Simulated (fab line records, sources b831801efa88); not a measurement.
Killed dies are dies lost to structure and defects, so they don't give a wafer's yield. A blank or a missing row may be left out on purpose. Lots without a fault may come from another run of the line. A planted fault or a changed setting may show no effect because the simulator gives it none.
Problem report in the 8D (eight disciplines) form, filled by code | flow gf180mcu | the parts of the form that need people (team, actions taken, sign-off) are left out

1. THE PROBLEM
VT_IMPLANT_3_TW at GF_VT_IMPLANT_TW_MEAS_32 reads a mean of 246.4 on 6 wafers of 2 lots; wafers without a fault read 270.3 with a standard deviation of 1.3. That is -18 standard deviations from the usual mean.
First seen on wafer L747.1, day 10 13:07, on film_metro-01. The record holds 42 wafers of 14 lots with a number at this step. Rule for "out", or "out of limits": more than 4 standard deviations from the usual mean. The other wafers with a number count as sound.

2. WHAT IT IS AND WHAT IT IS NOT
question                    | is                     | is not
which readings at this step | VT_IMPLANT_3_TW        | -
which lots                  | L747, L749             | L735, L736, L737, L738, L739, L741, L743, L744, L745, L746, L748, L756
which wafers of those lots  | all that have a number | -
read on which gauges        | film_metro-01          | film_metro-02, film_metro-04
when                        | from day 10 13:07      | up to then (30 sound wafers); but 6 sound wafers of L748, L756 came after

3. SUSPECTS, AND WHAT RULES EACH OUT
Counting: a tool at a process step up to the reading stays a suspect if it ran every lot that is out and no sound lot after the first of them.
- the gauge at GF_VT_IMPLANT_TW_MEAS_32: ruled out. All the wafers that are out were read on film_metro-01, but those of them that GF_VT_IMPLANT_IMPLANT_30 has rows for are out there too, on other tools.
- implanter-04 at GF_VT_IMPLANT_IMPLANT_30: kept. It ran every lot that is out, first L747 (day 10 12:52), and no sound lot after that; its last sound lot up to then is L745 (day 10 00:35). Its own readings are out on those wafers: dose_ions_cm2, faraday_current_uA.
Left after counting: implanter-04 at GF_VT_IMPLANT_IMPLANT_30.

4. THE CAUSE (what the simulator had put in)
Process parameter drift: implanter-04, from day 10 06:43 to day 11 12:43, at GF_VT_IMPLANT_IMPLANT_30. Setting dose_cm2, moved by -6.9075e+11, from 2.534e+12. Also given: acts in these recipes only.
Counting left only this tool.

5. THE CHAIN OF EFFECTS, in route order
Each row: a reading whose mean over the struck wafers that have a number lies more than 3 standard deviations from the usual. Only readings for which the record gives a usual standard deviation are gone through. hours: the time from each lot's start at the first step in this table that gives one to its start at this step, as a median over the lots. sigmas: the change in usual standard deviations.
hours | step                     | reading            | usual      | on struck wafers | change      | sigmas
0     | GF_VT_IMPLANT_IMPLANT_30 | dose_ions_cm2      | 2.5338e+12 | 1.8424e+12       | -6.9138e+11 | -99 or more
0     | GF_VT_IMPLANT_IMPLANT_30 | faraday_current_uA | 14.31      | 10.54            | -3.77       | -13
0     | GF_VT_IMPLANT_TW_MEAS_32 | VT_IMPLANT_3_TW    | 270.3      | 246.4            | -23.9       | -18
The process steps in it:
- GF_VT_IMPLANT_IMPLANT_30
Later measuring or inspecting steps at which every struck wafer that the step has a row for has a number for every such reading, and none has moved that far: GF_DUAL_GATE_THK_MEAS_03, GF_POLY_GATE_THK_MEAS_01, GF_HV_LDD_OVL_MEAS_47.

6. WHAT WOULD HAVE CAUGHT IT SOONER
In this record the first reading out of limits at a measuring or inspecting step was taken at day 10 13:07, 6 hours after the fault began at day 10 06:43.
The tool's own readings at GF_VT_IMPLANT_IMPLANT_30 were out on every struck wafer that the step has a row for (dose_ions_cm2, faraday_current_uA): an alarm limit on them would have fired on the first of those.
Of the lots that are out (2), L749 began GF_VT_IMPLANT_IMPLANT_30 on implanter-04 after day 10 13:07. A hold on the tool at that time would have spared it.
